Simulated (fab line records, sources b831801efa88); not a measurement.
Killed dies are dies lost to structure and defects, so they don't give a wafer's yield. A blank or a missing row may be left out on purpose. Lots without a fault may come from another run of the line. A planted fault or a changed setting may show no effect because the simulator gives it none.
Which tool did it? | flow sfq_line | 7 lots, 19 wafers sampled, at 1 step of a route of 325

WHAT THE GAUGES READ, wafer by wafer
SFQ_I2_BOW_MEAS_917.
lot  | measured     | on            | I2_BOW (um)
L715 | day 32 16:43 | film_metro-01 | -9 -4 -13
L718 | day 34 08:28 | film_metro-04 | 3 2 8
L720 | day 35 02:30 | film_metro-03 | -6
L725 | day 36 00:16 | film_metro-03 | -1 -11 14
L728 | day 37 04:44 | film_metro-03 | -11 11 -4
L731 | day 38 11:13 | film_metro-04 | 1 4 9
L733 | day 39 02:04 | film_metro-04 | 9 12 11

WHICH TOOL RAN EACH LOT (tool, then ch and the chambers of the sampled wafers, then the start)
The record holds no process step before these readings.

THE ANSWER, worked out from the rows above alone
Rule: what is usual is taken from the lots themselves. Put in order of their means at a reading, lots are off if they are a third of the lots or fewer, leave a main group of 4 or more, and stand apart from it by a gap of 3 or more times the standard deviation of the main group's means; of several such gaps the widest counts. A main group whose means are all the same, to the digits that the tables above print for the reading, isn't used. A lot without any number at a reading at which 4 lots or more have one is off too. The other lots that the step has rows for count as sound.
No lot is off at any reading shown: from this, nothing can be told.

WHAT THE SIMULATOR HAD PUT IN
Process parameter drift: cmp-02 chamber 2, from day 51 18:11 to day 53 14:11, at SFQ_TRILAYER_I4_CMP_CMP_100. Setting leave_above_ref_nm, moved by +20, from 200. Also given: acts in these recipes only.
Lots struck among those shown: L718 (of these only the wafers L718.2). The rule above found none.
